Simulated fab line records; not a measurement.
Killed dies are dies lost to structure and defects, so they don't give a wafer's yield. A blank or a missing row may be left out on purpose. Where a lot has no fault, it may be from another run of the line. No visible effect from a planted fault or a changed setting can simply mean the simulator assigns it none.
8D (eight disciplines) problem report, filled in by code + flow sky130 + the parts of the form that need people (team, actions taken, sign-off) are left out

1. THE PROBLEM
Across 9 wafers from 3 lots, SONOS_TUNNEL_TW at SKY_SONOS_TUNNEL_TW_MEAS_12 averages 147.3, while fault-free wafers read 197.3 with a standard deviation of 1.8. That is -28 standard deviations from the usual mean.
First seen on wafer L574.2, day 14 23:35, on filmMetro-03. The record holds 36 wafers of 12 lots with a number at this step. The rule behind "out" and "out of limits": a value lying over 4 standard deviations away from the usual mean. The other wafers with a number count as sound.

2. WHAT IT IS AND WHAT IT IS NOT
| question                    | is                         | is not                                                                                 |
|-----------------------------|----------------------------|----------------------------------------------------------------------------------------|
| which readings at this step | SONOS_TUNNEL_TW            | -                                                                                      |
| which lots                  | L574, L575, L577           | L563, L564, L565, L567, L569, L578, L582, L585, L586                                   |
| which wafers of those lots  | all that have a number     | -                                                                                      |
| read on which gauges        | filmMetro-01, filmMetro-03 | filmMetro-04                                                                           |
| when                        | from day 14 23:35          | up to then (15 sound wafers); but 12 sound wafers of L578, L582, L585, L586 came after |

3. WHAT RULES OUT EACH SUSPECT
Counting: a tool at any process step up to the reading remains a suspect when it ran all the lots that are out and ran no sound lot after the first of those.
- the gauge at SKY_SONOS_TUNNEL_TW_MEAS_12 has been ruled out. The wafers that are out were read on 2 gauges (filmMetro-01, filmMetro-03).
- implanter-04 at SKY_SONOS_TUNNEL_IMPLANT_09: ruled out as a lasting fault. Following L574 (day 14 23:11), the first lot on it that is out, the sound lots L585 were run on it.
Left after counting: nothing in the record.

4. THE CAUSE (what the simulator had put in)
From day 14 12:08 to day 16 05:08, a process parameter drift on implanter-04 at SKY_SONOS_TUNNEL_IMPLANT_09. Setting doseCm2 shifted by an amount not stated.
The count ruled it out by mistake, since the rule takes a fault to strike every lot its tool runs from the start of the fault on, and this one did not do so.

5. SEQUENCE OF EFFECTS, ordered by route
Each row: a reading where the mean over the struck wafers with a number is more than 3 standard deviations away from the usual. Only readings whose record carries a usual standard deviation are examined. hours: median over the lots of the time between each lot's start at the first step of this table that gives one and its start at this step. sigmas: the change, counted in usual standard deviations.
| hours | step                        | reading          | usual      | on struck wafers | change      | sigmas      |
|-------|-----------------------------|------------------|------------|------------------|-------------|-------------|
| 0     | SKY_SONOS_TUNNEL_IMPLANT_09 | doseIonsCm2      | 1.0002e+12 | 3.4482e+11       | -6.5538e+11 | -99 or more |
| 0     | SKY_SONOS_TUNNEL_IMPLANT_09 | faradayCurrentUA | 5.65       | 1.95             | -3.70       | -34         |
| 0     | SKY_SONOS_TUNNEL_TW_MEAS_12 | SONOS_TUNNEL_TW  | 197.3      | 147.3            | -50.0       | -28         |
Process steps it contains:
- SKY_SONOS_TUNNEL_IMPLANT_09

6. WHAT WOULD HAVE CAUGHT IT SOONER
In this record the first reading out of limits at a measuring or inspecting step was taken at day 14 23:35, 11 hours after the fault began at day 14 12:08.
The tool's own readings at SKY_SONOS_TUNNEL_IMPLANT_09 were out on every struck wafer that the step has a row for (doseIonsCm2, faradayCurrentUA): an alarm limit on them would have fired on the first of those.
